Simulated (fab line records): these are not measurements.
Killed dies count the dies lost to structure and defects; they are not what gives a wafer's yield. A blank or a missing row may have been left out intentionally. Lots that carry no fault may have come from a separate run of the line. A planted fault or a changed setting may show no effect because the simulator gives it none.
2 desks, one fault ; flow gf180mcu ; each desk holds nothing but its own numbers, with what lay behind them at the end

== METROLOGY DESK ==
Lot by lot, what the gauges showed, no matter which tool ran the lot: averages of those sampled wafers that carry a number. A lot is out of limits, marked OUT, if its mean lies more than 4 standard deviations from the usual mean; the brackets give that distance.
Columns: A = NWELL_RS at GF_VT_IMPLANT_RS_MEAS_47, usual 488.1 ohm/sq; B = DUAL_GATE_OVL at GF_DUAL_GATE_OVL_MEAS_11, usual -0.2 nm; C = HV_LDD_3_TW at GF_HV_LDD_TW_MEAS_38, usual 1430; D = HV_LDD_RS at GF_HV_LDD_RS_MEAS_53, usual 418.7 ohm/sq; E = CONTACT_OVL at GF_CONTACT_OVL_MEAS_15, usual 4 nm
lot;first seen here;A;B;C;D;E
L690;day 7 10:34;489.4;0.5;1421;418.6;3
L691;day 7 17:00;486.1;-1.9;1432;419.9;3
L694;day 8 15:10;490.0;0.5;1431;419.3;5
L696;day 9 05:34;488.0;0.4;1437;418.6;4
L697;day 9 10:14;488.6;-0.2;1414;419.0;4
L699;day 9 21:34;487.8;-0.5;1437;418.1;-4
L703;day 11 05:24;488.7;0.9;1437;418.9;1
L704;day 11 13:28;487.1;0.9;1439;418.6;5
L705;day 11 16:05;489.1;1.0;1453;413.3 (-5.6) OUT;3
L706;day 11 22:13;486.9;0.8;1478 (+5.6) OUT;412.8 (-6.1) OUT;4
L710;day 13 05:47;489.5;-1.4;1426;420.2;5
L712;day 13 23:46;488.8;0.7;1414;419.1;6
L713;day 14 09:59;487.3;0.1;1426;417.4;16
Finding of this desk: L705, L706 out of limits, first seen on L706 at day 16 14:37 (HV_LDD_3_TW at GF_HV_LDD_TW_MEAS_38). L690, L691, L694, L696, L697, L699, L703, L704, L710, L712, L713: within limits.

== THE TOOL OWNER'S DESK: implanter-03 ==
For each lot that ran on this tool, the mean over its sampled wafers that have a number, from the tool's own readings at GF_HV_LDD_IMPLANT_34. A lot is out of limits, marked OUT, if its mean lies more than 4 standard deviations from the usual mean; the brackets give that distance.
Columns: A = dose_ions_cm2 at GF_HV_LDD_IMPLANT_34, usual 7.499e+12; B = faraday_current_uA at GF_HV_LDD_IMPLANT_34, usual 42.3
lot;first seen here;A;B
L696;day 13 14:13;7.503e+12;41.8
L699;day 14 06:03;7.494e+12;42.2
L705;day 16 07:48;9.678e+12 (+99 or more) OUT;54.1 (+15) OUT
L706;day 16 14:04;9.673e+12 (+99 or more) OUT;54.9 (+16) OUT
This desk finds L705, L706 out of limits, L705 being first, at day 16 07:48 (dose_ions_cm2 at GF_HV_LDD_IMPLANT_34). L696, L699: within limits.

== BROUGHT TOGETHER ==
At day 16 07:48, on L705, L706, the tool owner's desk was in a position to raise an alarm.
An alarm was possible from the metrology desk at day 16 14:37, on L705, L706.
Every lot named ran GF_HV_LDD_IMPLANT_34 on implanter-03.

== WHAT HAD BEEN PUT IN BY THE SIMULATOR ==
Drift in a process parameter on implanter-03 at GF_HV_LDD_IMPLANT_34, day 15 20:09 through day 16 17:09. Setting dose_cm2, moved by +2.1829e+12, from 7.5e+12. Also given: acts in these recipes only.
Shown lots that were struck: L705, L706.
Hours from the fault's start to each desk's first reading out of limits: the tool owner's desk, 12; the metrology desk, 18.
